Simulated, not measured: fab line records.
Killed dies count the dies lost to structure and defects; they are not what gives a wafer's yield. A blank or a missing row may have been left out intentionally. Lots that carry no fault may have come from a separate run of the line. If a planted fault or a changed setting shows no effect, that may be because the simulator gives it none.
The tool behind it: which one? / flow sky130 / 24 lots with 72 wafers sampled at 4 steps, on a route of 708 steps

WHAT THE GAUGES SHOWED, per wafer
SKY_METAL2_CD_MEAS_15: target cd 140 nm. Usual: 139.6 nm for cd-nm, sd 1.4.
lot=L074; measured=day 35 03:29; on=cd-sem-02; cd-nm (nm)=139.0 138.7 138.5; flag=
lot=L075; measured=day 35 10:52; on=cd-sem-02; cd-nm (nm)=139.3 140.1 140.2; flag=
lot=L076; measured=day 36 18:06; on=cd-sem-02; cd-nm (nm)=138.9 140.4 140.6; flag=
lot=L077; measured=day 36 20:13; on=cd-sem-02; cd-nm (nm)=139.3 139.8 140.6; flag=
lot=L079; measured=day 36 23:01; on=cd-sem-02; cd-nm (nm)=139.6 139.0 140.4; flag=
lot=L080; measured=day 37 00:00; on=cd-sem-02; cd-nm (nm)=141.6 139.4 142.0; flag=
lot=L078; measured=day 36 23:39; on=cd-sem-01; cd-nm (nm)=140.3 140.5 141.7; flag=
lot=L081; measured=day 37 05:25; on=cd-sem-01; cd-nm (nm)=141.1 142.0 142.3; flag=
lot=L082; measured=day 37 20:18; on=cd-sem-01; cd-nm (nm)=142.6 141.7 140.4; flag=
lot=L083; measured=day 38 00:41; on=cd-sem-02; cd-nm (nm)=142.2 140.4 139.4; flag=
lot=L085; measured=day 38 11:52; on=cd-sem-01; cd-nm (nm)=137.1 139.6 139.0; flag=
lot=L084; measured=day 38 12:49; on=cd-sem-01; cd-nm (nm)=137.7 136.1 136.5; flag=
lot=L086; measured=day 39 01:07; on=cd-sem-01; cd-nm (nm)=137.3 138.1 138.3; flag=
lot=L089; measured=day 40 07:26; on=cd-sem-02; cd-nm (nm)=140.2 140.7 139.4; flag=
lot=L087; measured=day 40 08:25; on=cd-sem-02; cd-nm (nm)=138.5 141.4 139.3; flag=
lot=L088; measured=day 40 08:48; on=cd-sem-01; cd-nm (nm)=139.9 139.3 138.2; flag=
lot=L090; measured=day 40 10:22; on=cd-sem-02; cd-nm (nm)=137.4 137.5 138.4; flag=
lot=L091; measured=day 40 11:55; on=cd-sem-02; cd-nm (nm)=137.4 137.2 137.9; flag=
lot=L092; measured=day 40 14:21; on=cd-sem-02; cd-nm (nm)=139.1 140.2 140.0; flag=
lot=L093; measured=day 40 16:40; on=cd-sem-02; cd-nm (nm)=139.1 140.3 139.3; flag=
lot=L094; measured=day 41 07:17; on=cd-sem-02; cd-nm (nm)=140.8 140.6 140.1; flag=
lot=L095; measured=day 41 12:53; on=cd-sem-01; cd-nm (nm)=139.8 139.2 139.5; flag=
lot=L096; measured=day 41 16:26; on=cd-sem-02; cd-nm (nm)=138.9 139.6 139.5; flag=
lot=L097; measured=day 41 19:27; on=cd-sem-01; cd-nm (nm)=139.3 139.3 138.1; flag=

TOOL THAT RAN EACH LOT (tool first, then ch and the chambers of the sampled wafers, then the start)
lot=L074; SKY_METAL1_DESCUM_17=rie-metal-04 ch 0,1, day 32 18:22; SKY_METAL1_ETCH_18=rie-metal-04 ch 0,1, day 32 18:25; SKY_VIA1_CMP_24=cmp-01 ch 0,1,2, day 33 23:55
lot=L075; SKY_METAL1_DESCUM_17=rie-metal-01 ch 1, day 33 02:04; SKY_METAL1_ETCH_18=rie-metal-01 ch 1, day 33 02:07; SKY_VIA1_CMP_24=cmp-02 ch 2,3, day 34 07:04
lot=L076; SKY_METAL1_DESCUM_17=rie-metal-02 ch 0,1, day 34 10:19; SKY_METAL1_ETCH_18=rie-metal-02 ch 0,1, day 34 10:22; SKY_VIA1_CMP_24=cmp-02 ch 0,2,3, day 35 15:42
lot=L077; SKY_METAL1_DESCUM_17=rie-metal-04 ch 0,1, day 34 13:39; SKY_METAL1_ETCH_18=rie-metal-04 ch 0,1, day 34 13:41; SKY_VIA1_CMP_24=cmp-02 ch 1,3, day 35 18:28
lot=L079; SKY_METAL1_DESCUM_17=rie-metal-01 ch 1, day 34 15:58; SKY_METAL1_ETCH_18=rie-metal-01 ch 1, day 34 16:02; SKY_VIA1_CMP_24=cmp-02 ch 0,2,3, day 35 20:43
lot=L080; SKY_METAL1_DESCUM_17=rie-metal-02 ch 1, day 34 17:03; SKY_METAL1_ETCH_18=rie-metal-02 ch 1, day 34 17:07; SKY_VIA1_CMP_24=cmp-01 ch 2,3, day 35 22:21
lot=L078; SKY_METAL1_DESCUM_17=rie-metal-04 ch 0,1, day 34 17:04; SKY_METAL1_ETCH_18=rie-metal-04 ch 0,1, day 34 17:07; SKY_VIA1_CMP_24=cmp-02 ch 0,1,2, day 35 21:03
lot=L081; SKY_METAL1_DESCUM_17=rie-metal-01 ch 1, day 34 21:11; SKY_METAL1_ETCH_18=rie-metal-01 ch 1, day 34 21:14; SKY_VIA1_CMP_24=cmp-01 ch 0,2,3, day 36 02:58
lot=L082; SKY_METAL1_DESCUM_17=rie-metal-02 ch 1, day 35 08:48; SKY_METAL1_ETCH_18=rie-metal-02 ch 1, day 35 08:52; SKY_VIA1_CMP_24=cmp-02 ch 0,1, day 36 17:46
lot=L083; SKY_METAL1_DESCUM_17=rie-metal-02 ch 1, day 35 17:50; SKY_METAL1_ETCH_18=rie-metal-02 ch 1, day 35 17:55; SKY_VIA1_CMP_24=cmp-02 ch 1,2, day 36 22:14
lot=L085; SKY_METAL1_DESCUM_17=rie-metal-02 ch 0,1, day 36 05:55; SKY_METAL1_ETCH_18=rie-metal-02 ch 0,1, day 36 05:57; SKY_VIA1_CMP_24=cmp-01 ch 1,2, day 37 09:49
lot=L084; SKY_METAL1_DESCUM_17=rie-metal-01 ch 0,1, day 36 06:46; SKY_METAL1_ETCH_18=rie-metal-01 ch 0,1, day 36 06:48; SKY_VIA1_CMP_24=cmp-02 ch 0,3, day 37 11:08
lot=L086; SKY_METAL1_DESCUM_17=rie-metal-04 ch 0,1, day 36 18:19; SKY_METAL1_ETCH_18=rie-metal-04 ch 0,1, day 36 18:21; SKY_VIA1_CMP_24=cmp-01 ch 0,2,3, day 37 23:34
lot=L089; SKY_METAL1_DESCUM_17=rie-metal-04 ch 0,1, day 38 01:04; SKY_METAL1_ETCH_18=rie-metal-04 ch 0,1, day 38 01:07; SKY_VIA1_CMP_24=cmp-01 ch 1,2,3, day 39 06:41
lot=L087; SKY_METAL1_DESCUM_17=rie-metal-01 ch 0,1, day 38 02:13; SKY_METAL1_ETCH_18=rie-metal-01 ch 0,1, day 38 02:16; SKY_VIA1_CMP_24=cmp-01 ch 0,1,3, day 39 07:20
lot=L088; SKY_METAL1_DESCUM_17=rie-metal-02 ch 0,1, day 38 02:40; SKY_METAL1_ETCH_18=rie-metal-02 ch 0,1, day 38 02:42; SKY_VIA1_CMP_24=cmp-01 ch 1,2, day 39 07:35
lot=L090; SKY_METAL1_DESCUM_17=rie-metal-04 ch 0,1, day 38 05:12; SKY_METAL1_ETCH_18=rie-metal-04 ch 0,1, day 38 05:14; SKY_VIA1_CMP_24=cmp-01 ch 1,2,3, day 39 08:53
lot=L091; SKY_METAL1_DESCUM_17=rie-metal-01 ch 0,1, day 38 08:11; SKY_METAL1_ETCH_18=rie-metal-01 ch 0,1, day 38 08:14; SKY_VIA1_CMP_24=cmp-01 ch 0,2,3, day 39 11:04
lot=L092; SKY_METAL1_DESCUM_17=rie-metal-01 ch 0,1, day 38 11:35; SKY_METAL1_ETCH_18=rie-metal-01 ch 0,1, day 38 11:37; SKY_VIA1_CMP_24=cmp-01 ch 0,1,2, day 39 14:03
lot=L093; SKY_METAL1_DESCUM_17=rie-metal-04 ch 0,1, day 38 14:01; SKY_METAL1_ETCH_18=rie-metal-04 ch 0,1, day 38 14:03; SKY_VIA1_CMP_24=cmp-01 ch 0,1,2, day 39 15:35
lot=L094; SKY_METAL1_DESCUM_17=rie-metal-02 ch 0,1, day 38 23:52; SKY_METAL1_ETCH_18=rie-metal-02 ch 0,1, day 38 23:54; SKY_VIA1_CMP_24=cmp-01 ch 0,1,2, day 40 06:51
lot=L095; SKY_METAL1_DESCUM_17=rie-metal-04 ch 0,1, day 39 08:31; SKY_METAL1_ETCH_18=rie-metal-04 ch 0,1, day 39 08:34; SKY_VIA1_CMP_24=cmp-02 ch 1,3, day 40 11:37
lot=L096; SKY_METAL1_DESCUM_17=rie-metal-01 ch 0,1, day 39 11:56; SKY_METAL1_ETCH_18=rie-metal-01 ch 0,1, day 39 11:58; SKY_VIA1_CMP_24=cmp-02 ch 0,1, day 40 15:22
lot=L097; SKY_METAL1_DESCUM_17=rie-metal-04 ch 0,1, day 39 16:22; SKY_METAL1_ETCH_18=rie-metal-04 ch 0,1, day 39 16:25; SKY_VIA1_CMP_24=cmp-01 ch 0,1,3, day 40 18:37
- SKY_METAL1_DESCUM_17: chemistry O2, time 8 s.
- SKY_METAL1_ETCH_18: etches BARC in N2/H2, stops on SiO2, time 45.9 s, target depth 60 nm.
- SKY_VIA1_CMP_24: polishes, stops on SiO2, t overpolish 15 s, target thk 0 nm.

WHAT THE TOOLS THEMSELVES READ (means of the sampled wafers that have a number; where no wafer has one, the mark that the record gives instead)
SKY_METAL1_DESCUM_17. Usual: drypump-motor-current-A 5.6 A, standard deviation 0.54; oes-product-au 0.999 a.u., standard deviation 0.0063.
lot=L074; tool=rie-metal-04; drypump-motor-current-A (A)=5.1; oes-product-au (a.u.)=0.999; flag=
lot=L075; tool=rie-metal-01; drypump-motor-current-A (A)=6.2; oes-product-au (a.u.)=0.989; flag=
lot=L076; tool=rie-metal-02; drypump-motor-current-A (A)=6.0; oes-product-au (a.u.)=0.995; flag=
lot=L077; tool=rie-metal-04; drypump-motor-current-A (A)=5.1; oes-product-au (a.u.)=0.997; flag=
lot=L079; tool=rie-metal-01; drypump-motor-current-A (A)=6.2; oes-product-au (a.u.)=0.998; flag=
lot=L080; tool=rie-metal-02; drypump-motor-current-A (A)=6.1; oes-product-au (a.u.)=0.998; flag=
lot=L078; tool=rie-metal-04; drypump-motor-current-A (A)=5.0; oes-product-au (a.u.)=1.000; flag=
lot=L081; tool=rie-metal-01; drypump-motor-current-A (A)=6.2; oes-product-au (a.u.)=0.999; flag=
lot=L082; tool=rie-metal-02; drypump-motor-current-A (A)=6.1; oes-product-au (a.u.)=0.990; flag=
lot=L083; tool=rie-metal-02; drypump-motor-current-A (A)=6.1; oes-product-au (a.u.)=1.001; flag=
lot=L085; tool=rie-metal-02; drypump-motor-current-A (A)=6.0; oes-product-au (a.u.)=1.002; flag=
lot=L084; tool=rie-metal-01; drypump-motor-current-A (A)=5.8; oes-product-au (a.u.)=1.005; flag=
lot=L086; tool=rie-metal-04; drypump-motor-current-A (A)=5.1; oes-product-au (a.u.)=1.000; flag=
lot=L089; tool=rie-metal-04; drypump-motor-current-A (A)=5.1; oes-product-au (a.u.)=1.003; flag=
lot=L087; tool=rie-metal-01; drypump-motor-current-A (A)=5.5; oes-product-au (a.u.)=0.999; flag=
lot=L088; tool=rie-metal-02; drypump-motor-current-A (A)=6.0; oes-product-au (a.u.)=1.003; flag=
lot=L090; tool=rie-metal-04; drypump-motor-current-A (A)=5.0; oes-product-au (a.u.)=0.997; flag=
lot=L091; tool=rie-metal-01; drypump-motor-current-A (A)=5.5; oes-product-au (a.u.)=1.009; flag=
lot=L092; tool=rie-metal-01; drypump-motor-current-A (A)=5.5; oes-product-au (a.u.)=0.995; flag=
lot=L093; tool=rie-metal-04; drypump-motor-current-A (A)=5.0; oes-product-au (a.u.)=0.997; flag=
lot=L094; tool=rie-metal-02; drypump-motor-current-A (A)=5.9; oes-product-au (a.u.)=1.007; flag=
lot=L095; tool=rie-metal-04; drypump-motor-current-A (A)=5.0; oes-product-au (a.u.)=1.004; flag=
lot=L096; tool=rie-metal-01; drypump-motor-current-A (A)=5.4; oes-product-au (a.u.)=1.004; flag=
lot=L097; tool=rie-metal-04; drypump-motor-current-A (A)=5.1; oes-product-au (a.u.)=1.002; flag=

SKY_METAL1_ETCH_18. Usual: bias-w 100.0 W, standard deviation 0.35; drypump-motor-current-A 5.6 A, standard deviation 0.54; oes-product-au 0.853 a.u., standard deviation 0.0046; throttle-valve-pct 13.225 %, standard deviation 0.0078.
lot=L074; tool=rie-metal-04; bias-w (W)=100.5; drypump-motor-current-A (A)=5.1; oes-product-au (a.u.)=0.858; throttle-valve-pct (%)=13.226; flag=
lot=L075; tool=rie-metal-01; bias-w (W)=100.0; drypump-motor-current-A (A)=6.2; oes-product-au (a.u.)=0.852; throttle-valve-pct (%)=13.229; flag=
lot=L076; tool=rie-metal-02; bias-w (W)=100.2; drypump-motor-current-A (A)=6.0; oes-product-au (a.u.)=0.856; throttle-valve-pct (%)=13.223; flag=
lot=L077; tool=rie-metal-04; bias-w (W)=99.8; drypump-motor-current-A (A)=5.1; oes-product-au (a.u.)=0.852; throttle-valve-pct (%)=13.223; flag=
lot=L079; tool=rie-metal-01; bias-w (W)=99.2; drypump-motor-current-A (A)=6.2; oes-product-au (a.u.)=0.855; throttle-valve-pct (%)=13.229; flag=
lot=L080; tool=rie-metal-02; bias-w (W)=99.9; drypump-motor-current-A (A)=6.1; oes-product-au (a.u.)=0.853; throttle-valve-pct (%)=13.222; flag=
lot=L078; tool=rie-metal-04; bias-w (W)=99.9; drypump-motor-current-A (A)=5.1; oes-product-au (a.u.)=0.852; throttle-valve-pct (%)=13.224; flag=
lot=L081; tool=rie-metal-01; bias-w (W)=100.4; drypump-motor-current-A (A)=6.2; oes-product-au (a.u.)=0.852; throttle-valve-pct (%)=13.220; flag=
lot=L082; tool=rie-metal-02; bias-w (W)=100.1; drypump-motor-current-A (A)=6.1; oes-product-au (a.u.)=0.852; throttle-valve-pct (%)=13.218; flag=
lot=L083; tool=rie-metal-02; bias-w (W)=99.8; drypump-motor-current-A (A)=6.1; oes-product-au (a.u.)=0.856; throttle-valve-pct (%)=13.229; flag=
lot=L085; tool=rie-metal-02; bias-w (W)=99.8; drypump-motor-current-A (A)=6.0; oes-product-au (a.u.)=0.852; throttle-valve-pct (%)=13.226; flag=
lot=L084; tool=rie-metal-01; bias-w (W)=99.8; drypump-motor-current-A (A)=5.8; oes-product-au (a.u.)=0.859; throttle-valve-pct (%)=13.223; flag=
lot=L086; tool=rie-metal-04; bias-w (W)=100.2; drypump-motor-current-A (A)=5.1; oes-product-au (a.u.)=0.854; throttle-valve-pct (%)=13.220; flag=
lot=L089; tool=rie-metal-04; bias-w (W)=99.8; drypump-motor-current-A (A)=5.1; oes-product-au (a.u.)=0.853; throttle-valve-pct (%)=13.221; flag=
lot=L087; tool=rie-metal-01; bias-w (W)=99.7; drypump-motor-current-A (A)=5.5; oes-product-au (a.u.)=0.856; throttle-valve-pct (%)=13.224; flag=
lot=L088; tool=rie-metal-02; bias-w (W)=100.1; drypump-motor-current-A (A)=6.0; oes-product-au (a.u.)=0.854; throttle-valve-pct (%)=13.220; flag=
lot=L090; tool=rie-metal-04; bias-w (W)=99.8; drypump-motor-current-A (A)=5.1; oes-product-au (a.u.)=0.854; throttle-valve-pct (%)=13.223; flag=
lot=L091; tool=rie-metal-01; bias-w (W)=100.2; drypump-motor-current-A (A)=5.5; oes-product-au (a.u.)=0.855; throttle-valve-pct (%)=13.221; flag=
lot=L092; tool=rie-metal-01; bias-w (W)=100.2; drypump-motor-current-A (A)=5.5; oes-product-au (a.u.)=0.849; throttle-valve-pct (%)=13.218; flag=
lot=L093; tool=rie-metal-04; bias-w (W)=100.1; drypump-motor-current-A (A)=5.1; oes-product-au (a.u.)=0.858; throttle-valve-pct (%)=13.218; flag=
lot=L094; tool=rie-metal-02; bias-w (W)=99.9; drypump-motor-current-A (A)=5.9; oes-product-au (a.u.)=0.852; throttle-valve-pct (%)=13.220; flag=
lot=L095; tool=rie-metal-04; bias-w (W)=100.0; drypump-motor-current-A (A)=5.1; oes-product-au (a.u.)=0.854; throttle-valve-pct (%)=13.232; flag=
lot=L096; tool=rie-metal-01; bias-w (W)=100.1; drypump-motor-current-A (A)=5.5; oes-product-au (a.u.)=0.851; throttle-valve-pct (%)=13.230; flag=
lot=L097; tool=rie-metal-04; bias-w (W)=99.9; drypump-motor-current-A (A)=5.1; oes-product-au (a.u.)=0.852; throttle-valve-pct (%)=13.217; flag=

SKY_VIA1_CMP_24. Usual: motor-current-A 11.2 A, standard deviation 1.3; overpolish-run-s 14.998 s, standard deviation 0.0085; platen-rpm 60.00 rpm, standard deviation 0.04; time-to-endpoint-s 64.9 s, standard deviation 2.5.
lot=L074; tool=cmp-01; motor-current-A (A)=12.4; overpolish-run-s (s)=14.998; platen-rpm (rpm)=60.00; time-to-endpoint-s (s)=64.8; flag=
lot=L075; tool=cmp-02; motor-current-A (A)=10.6; overpolish-run-s (s)=15.003; platen-rpm (rpm)=60.05; time-to-endpoint-s (s)=63.8; flag=
lot=L076; tool=cmp-02; motor-current-A (A)=10.7; overpolish-run-s (s)=14.999; platen-rpm (rpm)=60.00; time-to-endpoint-s (s)=66.3; flag=
lot=L077; tool=cmp-02; motor-current-A (A)=8.8; overpolish-run-s (s)=15.006; platen-rpm (rpm)=60.02; time-to-endpoint-s (s)=67.5; flag=
lot=L079; tool=cmp-02; motor-current-A (A)=11.2; overpolish-run-s (s)=14.995; platen-rpm (rpm)=59.99; time-to-endpoint-s (s)=64.6; flag=
lot=L080; tool=cmp-01; motor-current-A (A)=12.0; overpolish-run-s (s)=15.004; platen-rpm (rpm)=60.03; time-to-endpoint-s (s)=65.5; flag=
lot=L078; tool=cmp-02; motor-current-A (A)=10.2; overpolish-run-s (s)=14.992; platen-rpm (rpm)=60.03; time-to-endpoint-s (s)=65.7; flag=
lot=L081; tool=cmp-01; motor-current-A (A)=12.2; overpolish-run-s (s)=15.003; platen-rpm (rpm)=60.04; time-to-endpoint-s (s)=65.4; flag=
lot=L082; tool=cmp-02; motor-current-A (A)=10.8; overpolish-run-s (s)=14.998; platen-rpm (rpm)=59.99; time-to-endpoint-s (s)=67.4; flag=
lot=L083; tool=cmp-02; motor-current-A (A)=9.0; overpolish-run-s (s)=15.010; platen-rpm (rpm)=60.00; time-to-endpoint-s (s)=64.1; flag=
lot=L085; tool=cmp-01; motor-current-A (A)=11.6; overpolish-run-s (s)=14.996; platen-rpm (rpm)=60.01; time-to-endpoint-s (s)=62.2; flag=
lot=L084; tool=cmp-02; motor-current-A (A)=10.6; overpolish-run-s (s)=14.992; platen-rpm (rpm)=59.98; time-to-endpoint-s (s)=68.5; flag=
lot=L086; tool=cmp-01; motor-current-A (A)=12.2; overpolish-run-s (s)=14.992; platen-rpm (rpm)=60.04; time-to-endpoint-s (s)=63.2; flag=
lot=L089; tool=cmp-01; motor-current-A (A)=11.5; overpolish-run-s (s)=14.999; platen-rpm (rpm)=60.00; time-to-endpoint-s (s)=64.6; flag=
lot=L087; tool=cmp-01; motor-current-A (A)=11.8; overpolish-run-s (s)=14.998; platen-rpm (rpm)=60.00; time-to-endpoint-s (s)=64.8; flag=
lot=L088; tool=cmp-01; motor-current-A (A)=11.7; overpolish-run-s (s)=14.994; platen-rpm (rpm)=59.99; time-to-endpoint-s (s)=64.7; flag=
lot=L090; tool=cmp-01; motor-current-A (A)=11.7; overpolish-run-s (s)=14.997; platen-rpm (rpm)=60.02; time-to-endpoint-s (s)=65.6; flag=
lot=L091; tool=cmp-01; motor-current-A (A)=11.8; overpolish-run-s (s)=15.007; platen-rpm (rpm)=59.99; time-to-endpoint-s (s)=64.9; flag=
lot=L092; tool=cmp-01; motor-current-A (A)=11.7; overpolish-run-s (s)=14.999; platen-rpm (rpm)=60.01; time-to-endpoint-s (s)=63.8; flag=
lot=L093; tool=cmp-01; motor-current-A (A)=11.9; overpolish-run-s (s)=15.002; platen-rpm (rpm)=59.98; time-to-endpoint-s (s)=64.8; flag=
lot=L094; tool=cmp-01; motor-current-A (A)=12.4; overpolish-run-s (s)=14.994; platen-rpm (rpm)=59.99; time-to-endpoint-s (s)=60.3; flag=
lot=L095; tool=cmp-02; motor-current-A (A)=9.5; overpolish-run-s (s)=14.996; platen-rpm (rpm)=60.01; time-to-endpoint-s (s)=66.5; flag=
lot=L096; tool=cmp-02; motor-current-A (A)=10.1; overpolish-run-s (s)=15.001; platen-rpm (rpm)=60.01; time-to-endpoint-s (s)=67.0; flag=
lot=L097; tool=cmp-01; motor-current-A (A)=12.2; overpolish-run-s (s)=14.994; platen-rpm (rpm)=59.97; time-to-endpoint-s (s)=61.9; flag=

THE ANSWER, worked out from the rows above alone
Rule: a lot is off if the mean of its wafers that have a number lies more than 3 standard deviations from the usual mean. A lot without any number at a reading at which 4 lots or more have one is off too. Where the step has rows for the other lots, those lots are counted as sound. After the gauges, taken in route order, come the tools' own readings; for these a lot's mean is taken, as printed above. The first step at which some lot is off is used, and at that step the reading that is off furthest; a lot without a number counts as furthest.
Across all readings shown, no lot is off: no conclusion can be drawn from this.

WHAT WAS PUT IN BY THE SIMULATOR
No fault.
